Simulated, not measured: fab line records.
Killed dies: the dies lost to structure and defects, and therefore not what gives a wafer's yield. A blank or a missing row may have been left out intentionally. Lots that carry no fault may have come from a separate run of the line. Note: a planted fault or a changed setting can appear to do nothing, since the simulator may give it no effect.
Comparing a struck lot with a sound one ; flow sky130 ; 16 out of 708 route steps
Sound: wafers L799.2, L799.4, L799.5. Struck: wafers L807.3, L807.4, L807.6. Last of all comes the cause.
At each step with rows: each side's tool, then ch and its chambers, then its first start. Under that, the readings that differ: sound wafers ; struck wafers ; difference of the means ; sigmas: that difference in standard deviations of wafers without a fault.
alike: words and numbers the same on both sides, and readings whose means are apart by under 2 such deviations; not compared: readings that were withheld, readings missing a value for some wafer, numbers with overlapping values and no deviation given by the record, and bounds like >300 which may hide the same value.
Wherever a step has rows on one side only, a row that says differs or no value, or a row with sigmas, the two part there. Numbers that have no deviation but don't overlap get no sigmas and don't part them. A reading that every wafer of one side lacks parts them only if that side has two wafers or more.

first, 4 steps without rows for these wafers: SKY_RES_XHIGH_EXPOSE_04 (exposes mask URPM, target cd 1270 nm); SKY_RES_XHIGH_PEB_05; SKY_RES_XHIGH_DEVELOP_06 (develop time 60 s); SKY_RES_XHIGH_IMPLANT_07.
SKY_RES_XHIGH_STRIP_08: strips in O2/N2.
  sound on plasma asher-03 ch 0,1, day 30 03:15; struck on plasma asher-01 ch 0,1, day 32 16:35
reading;sound;struck;difference;sigmas
drypump motor current A (A);6.2 6.1 6.3;5.4 4.9 5.4;-1.0;-2
  alike: o2 flow sccm, oes product au, strip time to endpoint s
  not compared: rf hours counter h
SKY_RES_XHIGH_TW_MEAS_09:
  sound on film metro-01, day 30 03:22; struck on film metro-01, day 32 16:41
  alike: RES_XHIGH_TW
then, 6 steps without rows for these wafers: SKY_SD_N_DEHYDRATE_00 (time 60 s); SKY_SD_N_HMDS_01 (prime time 60 s); SKY_SD_N_COAT_02 (resist thk 1140 nm); SKY_SD_N_SOFTBAKE_03 (time 60 s); SKY_SD_N_EXPOSE_04 (exposes mask NSDM, target cd 380 nm); SKY_SD_N_PEB_05.
SKY_SD_N_DEVELOP_06: develop time 60 s.
  sound on litho track-04 ch 0, day 31 06:39; struck on litho track-04 ch 0, day 33 19:55
reading;sound;struck;difference;sigmas
developer temp C (C);23.03 23.03 22.83;20.79 20.66 20.71;-2.24;-24
  alike: chill plate temp C
SKY_SD_N_CD_MEAS_07 targets a cd of 380 nm.
  sound on cd sem-02, day 31 06:47; struck on cd sem-02, day 33 20:21
reading;sound;struck;difference;sigmas
cd nm (nm);384.4 385.6 381.4;390.3 391.8 388.3;+6.3;+3
  not compared: hold
SKY_SD_N_OVL_MEAS_08:
  sound on overlay-01, day 31 06:54; struck on overlay-02, day 34 09:04
reading;sound;struck;difference;sigmas
hold;- - -;await dispo/12.6h/release await dispo/12.6h/release await dispo/12.6h/release;no value on the sound wafers;
  alike: SD_N_OVL
-- the record jumps here: 16 days lie between the struck wafers' starts before and after (it left off in module SD_N and takes up again in module PAD_OPEN, whose first step shown is number 708 of the route) --
SKY_PAD_OPEN_PROBE_99:
  sound on prober-01, day 48 08:35; struck on prober-01, day 50 03:50
  alike: killed_at_M0_to_M3, killed_at_M4_up, killed at contacts, killed at front end, killed at other, killed dies, killed open, killed short

WHERE THEY PART
Earliest at SKY_RES_XHIGH_STRIP_08; latest, in this record, at SKY_SD_N_OVL_MEAS_08. Later steps at which nothing parts them and some readings are alike: SKY_PAD_OPEN_PROBE_99.

WHY: the cause the simulator had injected
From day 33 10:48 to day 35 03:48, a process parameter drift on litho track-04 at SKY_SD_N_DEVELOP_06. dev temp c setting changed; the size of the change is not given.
